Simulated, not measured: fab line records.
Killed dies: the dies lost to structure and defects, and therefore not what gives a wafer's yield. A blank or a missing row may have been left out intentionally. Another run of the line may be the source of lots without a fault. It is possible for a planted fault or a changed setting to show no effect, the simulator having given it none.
A single fault, viewed from 2 desks || flow gf180mcu || only its own numbers are on each desk; what lay behind them is given at the end

== TOOL OWNER'S DESK, plasmaAsher-02 ==
The tool's own readings at GF_DUAL_GATE_STRIP_13 (strips in O2/N2): means of the sampled wafers that have a number, for each lot that ran on this tool. Any lot whose mean is over 4 standard deviations away from the usual mean is out of limits and marked OUT; that distance is given in the brackets.
Columns: A = drypumpMotorCurrentA at GF_DUAL_GATE_STRIP_13, usual 5.7 A; B = heaterPowerW at GF_DUAL_GATE_STRIP_13, usual 340 W; C = oesProductAu at GF_DUAL_GATE_STRIP_13, usual 0.716 a.u.
{"lot": "L731", "first seen here": "day 11 02:23", "A": 5.3, "B": 310, "C": "0.922 (+45) OUT"}
This desk's finding: out of limits on L731; first on L731, day 11 02:23 (oesProductAu at GF_DUAL_GATE_STRIP_13). In limits: none.

== FROM THE METROLOGY DESK ==
What the gauges read for every lot (on any tool): the sampled wafers with a number, averaged. Any lot whose mean is over 4 standard deviations away from the usual mean is out of limits and marked OUT; that distance is given in the brackets.
Columns: A = MVSD_OVL at GF_MVSD_OVL_MEAS_07, usual 0.2 nm; B = HV_LDD_OVL at GF_HV_LDD_OVL_MEAS_08, usual 0.9 nm
{"lot": "L722", "first seen here": "day 4 09:58", "A": -0.9, "B": 4.8}
{"lot": "L723", "first seen here": "day 4 15:52", "A": -0.2, "B": 1.3}
{"lot": "L724", "first seen here": "day 5 01:40", "A": -0.6, "B": 1.8}
{"lot": "L725", "first seen here": "day 5 04:23", "A": 1.2, "B": -1.7}
{"lot": "L726", "first seen here": "day 5 11:22", "A": 2.6, "B": 1.2}
{"lot": "L727", "first seen here": "day 5 19:04", "A": 0.4, "B": -0.0}
{"lot": "L728", "first seen here": "day 6 01:10", "A": -0.0, "B": 1.3}
{"lot": "L731", "first seen here": "day 6 16:01", "A": 1.4, "B": 2.2}
{"lot": "L740", "first seen here": "day 8 21:46", "A": -1.4, "B": 1.8}
{"lot": "L741", "first seen here": "day 9 04:40", "A": 1.5, "B": 0.1}
{"lot": "L743", "first seen here": "day 9 12:43", "A": -0.1, "B": 1.8}
{"lot": "L744", "first seen here": "day 9 20:52", "A": 1.4, "B": 0.2}
{"lot": "L745", "first seen here": "day 10 06:25", "A": -0.5, "B": 1.3}
Result from this desk: across the 13 lots, nothing is out of limits.

== PUT TOGETHER ==
The tool owner's desk had the chance to raise an alarm at day 11 02:23 on L731.
From the metrology desk's view, nothing was out of limits.
The metrology desk has L731 on record, within its limits.
All the named lots went through GF_DUAL_GATE_STRIP_13 on plasmaAsher-02.

== WHAT THE SIMULATOR HAD INSERTED ==
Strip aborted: plasmaAsher-02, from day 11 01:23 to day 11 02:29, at GF_DUAL_GATE_STRIP_13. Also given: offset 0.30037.
Lots struck among those shown: L731.
How many hours passed from the start of the fault until each desk's first out-of-limits reading: the tool owner's desk, 1.
